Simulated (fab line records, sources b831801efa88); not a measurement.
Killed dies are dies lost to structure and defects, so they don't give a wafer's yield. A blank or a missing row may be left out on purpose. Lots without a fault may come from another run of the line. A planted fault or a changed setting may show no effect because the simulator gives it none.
Problem report in the 8D (eight disciplines) form, filled by code | flow gf180mcu | the parts of the form that need people (team, actions taken, sign-off) are left out

1. THE PROBLEM
cd_nm at GF_NSD_CD_MEAS_07 reads a mean of 368.2 nm on 6 wafers of 2 lots; wafers without a fault read 399.8 nm with a standard deviation of 1.9. That is -17 standard deviations from the usual mean.
The step: target cd 400 nm.
First seen on wafer L882.1, day 16 02:14, on cd_sem-01. The record holds 27 wafers of 9 lots with a number at this step. Rule for "out", or "out of limits": more than 4 standard deviations from the usual mean. The other wafers with a number count as sound.

2. WHAT IT IS AND WHAT IT IS NOT
question                    | is                     | is not
which readings at this step | cd_nm                  | -
which lots                  | L882, L884             | L874, L875, L876, L888, L892, L894, L896
which wafers of those lots  | all that have a number | -
read on which gauges        | cd_sem-01              | cd_sem-02
when                        | from day 16 02:14      | up to then (9 sound wafers); but 12 sound wafers of L888, L892, L894, L896 came after

3. SUSPECTS, AND WHAT RULES EACH OUT
Counting: a tool at a process step up to the reading stays a suspect if it ran every lot that is out and no sound lot after the first of them.
- the gauge at GF_NSD_CD_MEAS_07: ruled out. All the wafers that are out were read on cd_sem-01, but those of them that GF_NSD_EXPOSE_04 has rows for are out there too, on other tools.
- rtp_anneal-01 at GF_HV_LDD_RTA_52 (time 10 s): ruled out as a lasting fault. Sound lots L892, L894 ran on it after its first lot that is out, L882 (day 15 00:30).
- iline_stepper-01 at GF_NSD_EXPOSE_04 (exposes mask Nplus, target cd 400 nm): kept. It ran every lot that is out, first L882 (day 15 15:35), and no sound lot after that; its last sound lot up to then is L875 (day 13 08:04). Its own readings are out on those wafers: exposure_dose_mJ_cm2.
Left after counting: iline_stepper-01 at GF_NSD_EXPOSE_04.

4. THE CAUSE (what the simulator had put in)
Process parameter drift: iline_stepper-01, from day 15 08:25 on, at GF_NSD_EXPOSE_04. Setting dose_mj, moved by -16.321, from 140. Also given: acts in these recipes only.
Counting left only this tool.

5. THE CHAIN OF EFFECTS, in route order
Each row: a reading whose mean over the struck wafers that have a number lies more than 3 standard deviations from the usual. Only readings for which the record gives a usual standard deviation are gone through. hours: the time from each lot's start at the first step in this table that gives one to its start at this step, as a median over the lots. sigmas: the change in usual standard deviations.
hours | step              | reading              | usual    | on struck wafers | change | sigmas
0     | GF_NSD_EXPOSE_04  | exposure_dose_mJ_cm2 | 139.72   | 124.90           | -14.82 | -71
11    | GF_NSD_CD_MEAS_07 | cd_nm                | 399.8 nm | 368.2            | -31.6  | -17
The process steps in it:
- GF_NSD_EXPOSE_04: exposes mask Nplus, target cd 400 nm.
Later measuring or inspecting steps at which every struck wafer that the step has a row for has a number for every such reading, and none has moved that far: GF_PSD_CD_MEAS_07.

6. WHAT WOULD HAVE CAUGHT IT SOONER
In this record the first reading out of limits at a measuring or inspecting step was taken at day 16 02:14, 18 hours after the fault began at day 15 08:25.
The tool's own readings at GF_NSD_EXPOSE_04 were out on every struck wafer that the step has a row for (exposure_dose_mJ_cm2): an alarm limit on them would have fired on the first of those.
Of the lots that are out (2), L884 began GF_NSD_EXPOSE_04 on iline_stepper-01 after day 16 02:14. A hold on the tool at that time would have spared it.
